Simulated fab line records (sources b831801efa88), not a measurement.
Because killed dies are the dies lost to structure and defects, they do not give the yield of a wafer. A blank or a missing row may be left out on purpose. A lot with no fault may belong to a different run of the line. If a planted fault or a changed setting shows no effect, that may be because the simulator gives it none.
Which tool is to blame?	flow sky130	18 wafers from 6 lots sampled at 2 of the route's 708 steps

WHAT EACH GAUGE READ, for each wafer
SKY_VT_ADJUST_LVTN_OVL_MEAS_07.
lot	measured	on	VT_ADJUST_LVTN_OVL (nm)
L720	day 7 15:08	overlay-01	0.0 -0.6 1.0
L724	day 8 20:47	overlay-01	1.5 0.8 0.9
L730	day 10 18:31	overlay-01	-2.9 -1.7 -1.0
L735	day 11 19:12	overlay-01	0.5 0.8 0.8
L737	day 12 09:08	overlay-02	0.7 -1.7 -2.3
L739	day 12 21:55	overlay-02	-1.8 -2.1 -2.8

WHAT TOOL EACH LOT RAN ON (gives the tool, then ch and the chambers of the sampled wafers, and finally the start)
lot	SKY_NWELL_RTA_28
L720	rtpAnneal-02 ch 0, day 6 01:58
L724	rtpAnneal-01 ch 0, day 7 03:59
L730	rtpAnneal-02 ch 0, day 8 21:01
L735	rtpAnneal-02 ch 0, day 9 20:34
L737	rtpAnneal-02 ch 0, day 10 09:54
L739	rtpAnneal-02 ch 0, day 10 22:43
- SKY_NWELL_RTA_28: time 30 s.

THE ANSWER, worked out from the rows above alone
Rule: what is usual is taken from the lots themselves. The widest of any qualifying gaps counts: lots, ordered by their means at a reading, are off when they make up no more than a third of the lots, leave a main group of 4 or more, and stand apart from it by 3 or more times the standard deviation of that group's means. The tables above print the reading to a certain number of digits; a main group whose means all agree to those digits is not used. Also off: a lot with no number at a reading for which 4 or more lots have one. The other lots that the step has rows for count as sound.
Nothing can be told from this: no lot is off at any reading shown.

WHAT HAD BEEN PUT IN BY THE SIMULATOR
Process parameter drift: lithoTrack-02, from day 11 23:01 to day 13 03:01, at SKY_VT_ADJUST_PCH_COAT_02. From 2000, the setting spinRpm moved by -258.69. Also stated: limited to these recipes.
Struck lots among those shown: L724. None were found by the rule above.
